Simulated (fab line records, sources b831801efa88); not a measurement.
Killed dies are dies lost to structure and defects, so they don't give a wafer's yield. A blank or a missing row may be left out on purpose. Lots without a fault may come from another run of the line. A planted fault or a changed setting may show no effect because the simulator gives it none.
Split-lot experiment | flow sfq_line | 5 lots, 23 wafers read, on a route of 325 steps

THE SPLIT
At SFQ_TRILAYER_L0_VIA_LITHO_EXPOSE_014 (exposes mask L0V, target cd 700 nm), the setting dose_mj was moved away from the recipe's 21.3 on 10 of the 23 wafers read, by -7.1% to +6.5%. The other wafers ran this setting at the recipe's value.

FROM THE SPLIT TO THE READING: what the file shows between them, 3 steps
- SFQ_TRILAYER_L0_VIA_LITHO_PEB_016: peb time 60 s
- SFQ_TRILAYER_L0_VIA_LITHO_DEVELOP_015: time 60 s
- SFQ_TRILAYER_L0_VIA_BARC_OPEN_VIA_ETCH_021: etches BARC in O2, target depth 125 nm, time 42.74 s

THE READING
L0V.cd_nm (the simulator's own value, which no gauge read), in nm, at SFQ_TRILAYER_L0_VIA_ETCH_VIA_ETCH_016 (etches SiO2 in CHF3, stops on MoNx KI, target depth 80 nm). The file gives no usual value for it. The 13 wafers here that ran the recipe average 700.4 nm, standard deviation 1.4 nm.

wafer  | tool, chamber at the split | dose_mj as run | against the recipe | L0V.cd_nm, nm | against lot-mates on the recipe
L075.1 | krf_scanner-02, 0          | 19.78          | -7.1%              | 689           | -12.7
L075.3 | krf_scanner-02, 0          | 21.3           | recipe             | 701.7         | -
L075.4 | krf_scanner-02, 0          | 21.3           | recipe             | 701.7         | -
L075.5 | krf_scanner-02, 0          | 19.78          | -7.1%              | 689.4         | -12.3
L075.6 | krf_scanner-02, 0          | 19.78          | -7.1%              | 690.8         | -10.9
L077.1 | krf_scanner-02, 0          | 21.3           | recipe             | 699.8         | -
L077.4 | krf_scanner-02, 0          | 21.3           | recipe             | 699.1         | -
L077.6 | krf_scanner-02, 0          | 21.3           | recipe             | 701.6         | -
L080.1 | krf_scanner-02, 0          | 21.3           | recipe             | 697.7         | -
L080.2 | krf_scanner-02, 0          | 21.3           | recipe             | 699.9         | -
L080.4 | krf_scanner-02, 0          | 20.13          | -5.5%              | 689.3         | -9.3
L080.5 | krf_scanner-02, 0          | 20.13          | -5.5%              | 688.7         | -9.9
L080.6 | krf_scanner-02, 0          | 21.3           | recipe             | 698.2         | -
L081.2 | krf_scanner-02, 0          | 21.3           | recipe             | 702.3         | -
L081.3 | krf_scanner-02, 0          | 21.3           | recipe             | 701.3         | -
L081.4 | krf_scanner-02, 0          | 21.3           | recipe             | 701.1         | -
L081.5 | krf_scanner-02, 0          | 22.68          | +6.5%              | 712           | +10.4
L081.6 | krf_scanner-02, 0          | 22.68          | +6.5%              | 711.5         | +9.9
L083.1 | krf_scanner-02, 0          | 20.61          | -3.2%              | 695           | -5.1
L083.2 | krf_scanner-02, 0          | 21.3           | recipe             | 700.9         | -
L083.3 | krf_scanner-02, 0          | 20.61          | -3.2%              | 694.1         | -6.0
L083.4 | krf_scanner-02, 0          | 20.61          | -3.2%              | 694.9         | -5.2
L083.6 | krf_scanner-02, 0          | 21.3           | recipe             | 699.4         | -

THE FIT
A straight line over all 23 wafers: L0V.cd_nm changes by +1.69 nm for each +1% of dose_mj; r = +0.98; the points scatter about the line by 1.4 nm.
The same after taking each lot's own level away (the mean of its wafers on the recipe; 23 wafers): +1.65 nm for each +1%; r = +0.99; scatter 0.74 nm.
On that fit, the largest move of dose_mj shifts the reading by 12 nm.
The lots' own levels span 698.60 to 701.70 nm, that is 2.2 times the standard deviation above.
So the lot-to-lot level changes the slope little: the two slopes agree.
Check: with one of the wafers moved furthest among these (-7.1%) left out of the fit, the line predicts -11.8 nm for it against its lot-mates. It came out at -12.7 nm against them.

OTHER SPLITS ON THESE WAFERS
These wafers also went through other splits before the reading. Each is held against what the fit with the lots' levels taken away leaves over:
other split on the same wafers                  | wafers away from the commonest value | r with L0V.cd_nm (lot level and that fit taken away)
SFQ_TRILAYER_INCOMING_OXIDATION_002 ox_time_s   | 15                                   | +0.06
SFQ_TRILAYER_L0_LITHO_COAT_005 resist_thk_nm    | 11                                   | +0.24
SFQ_TRILAYER_L0_BARC_OPEN_METAL_ETCH_010 time_s | 7                                    | +0.06

THE WHOLE CHAIN: every reading that the file lists as answering this split, in the file's order
step                                       | what it does                                              | reading                                                    | change (the file's fit)              | r (the file's)
SFQ_TRILAYER_L0_VIA_BARC_OPEN_VIA_ETCH_021 | etches BARC in O2, target depth 125 nm, time 42.74 s      | L0V.cd_nm (the simulator's own value, which no gauge read) | +1.65 nm for each +1% of the setting | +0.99
SFQ_TRILAYER_L0_VIA_ETCH_VIA_ETCH_016      | etches SiO2 in CHF3, stops on MoNx KI, target depth 80 nm | L0V.cd_nm (the simulator's own value, which no gauge read) | +1.66 nm for each +1% of the setting | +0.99

THE FILE'S OWN FIT
L0V.cd_nm changes by +1.66 nm for each +1% of dose_mj, r = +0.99.
